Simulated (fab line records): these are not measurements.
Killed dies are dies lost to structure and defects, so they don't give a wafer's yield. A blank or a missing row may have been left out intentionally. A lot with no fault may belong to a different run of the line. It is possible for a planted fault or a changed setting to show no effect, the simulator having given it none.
The tool behind it: which one?    flow sky130    10 lots with 30 wafers sampled at 3 steps, on a route of 708 steps

WHAT EACH GAUGE READ, for each wafer
SKY_LOCAL_INTERCONNECT_RS_MEAS_01: measures by four-point-probe.
lot   measured      on             LOCAL_INTERCONNECT_TIN_RS (ohm/sq)
L621  day 30 15:08  film-metro-03  14.11 14.03 13.96
L623  day 31 14:59  film-metro-01  14.08 14.42 14.40
L626  day 32 03:22  film-metro-01  13.96 14.19 14.13
L631  day 34 05:32  film-metro-03  14.12 14.31 13.82
L632  day 34 09:48  film-metro-01  13.99 14.27 14.29
L633  day 34 15:05  film-metro-04  14.04 14.06 14.04
L634  day 34 15:23  film-metro-03  14.19 14.17 14.23
L635  day 35 07:59  film-metro-04  14.01 14.12 13.97
L641  day 37 04:35  film-metro-03  14.26 13.80 16.42
L643  day 37 15:51  film-metro-03  16.48 14.24 14.08

EACH LOT AND THE TOOL THAT RAN IT (in order: tool; ch and the chambers of the sampled wafers; start)
lot   SKY_LDD_LDN_STRIP_12                  SKY_LOCAL_INTERCONNECT_SPUTTER_00
L621  plasma-asher-03 ch 0,1, day 24 05:31  pvd-sputter-01, day 30 15:02
L623  plasma-asher-02 ch 0,1, day 25 06:03  pvd-sputter-01, day 31 14:55
L626  plasma-asher-04 ch 1, day 25 21:41    pvd-sputter-02, day 32 03:17
L631  plasma-asher-03 ch 0,1, day 28 01:32  pvd-sputter-01, day 34 05:28
L632  plasma-asher-03 ch 0, day 28 05:05    pvd-sputter-01, day 34 09:44
L633  plasma-asher-04 ch 0,1, day 28 12:29  pvd-sputter-04, day 34 15:00
L634  plasma-asher-03 ch 0,1, day 28 13:05  pvd-sputter-02, day 34 15:18
L635  plasma-asher-02 ch 0,1, day 29 06:03  pvd-sputter-02, day 35 07:55
L641  plasma-asher-04 ch 0,1, day 31 03:32  pvd-sputter-01, day 37 04:31
L643  plasma-asher-02 ch 0,1, day 31 16:45  pvd-sputter-01, day 37 15:46
- SKY_LDD_LDN_STRIP_12: strips in O2/N2.
- SKY_LOCAL_INTERCONNECT_SPUTTER_00: material TiN, target thk 100 nm, time 83.3 s.

THE ANSWER, worked out from the rows above alone
Rule: what is usual is taken from the lots themselves. The widest of any qualifying gaps counts: lots, ordered by their means at a reading, are off when they make up no more than a third of the lots, leave a main group of 4 or more, and stand apart from it by 3 or more times the standard deviation of that group's means. Not used: any main group whose means are identical at the precision the tables above print for the reading. Also off: a lot with no number at a reading for which 4 or more lots have one. The other lots that the step has rows for count as sound.
Off: L641, L643, seen at SKY_LOCAL_INTERCONNECT_RS_MEAS_01 (LOCAL_INTERCONNECT_TIN_RS). Main group: mean 14.12 ohm/sq, sd 0.09.
If a tool, at a process step before that reading, ran all the lots that are off and no sound lot after the first of them, it fits. Gauges at SKY_LOCAL_INTERCONNECT_RS_MEAS_01: tried the same way as those tools. Undecided on this evidence; 2 tools fit (pvd-sputter-01 at SKY_LOCAL_INTERCONNECT_SPUTTER_00, film-metro-03 at SKY_LOCAL_INTERCONNECT_RS_MEAS_01).

WHAT HAD BEEN PUT IN BY THE SIMULATOR
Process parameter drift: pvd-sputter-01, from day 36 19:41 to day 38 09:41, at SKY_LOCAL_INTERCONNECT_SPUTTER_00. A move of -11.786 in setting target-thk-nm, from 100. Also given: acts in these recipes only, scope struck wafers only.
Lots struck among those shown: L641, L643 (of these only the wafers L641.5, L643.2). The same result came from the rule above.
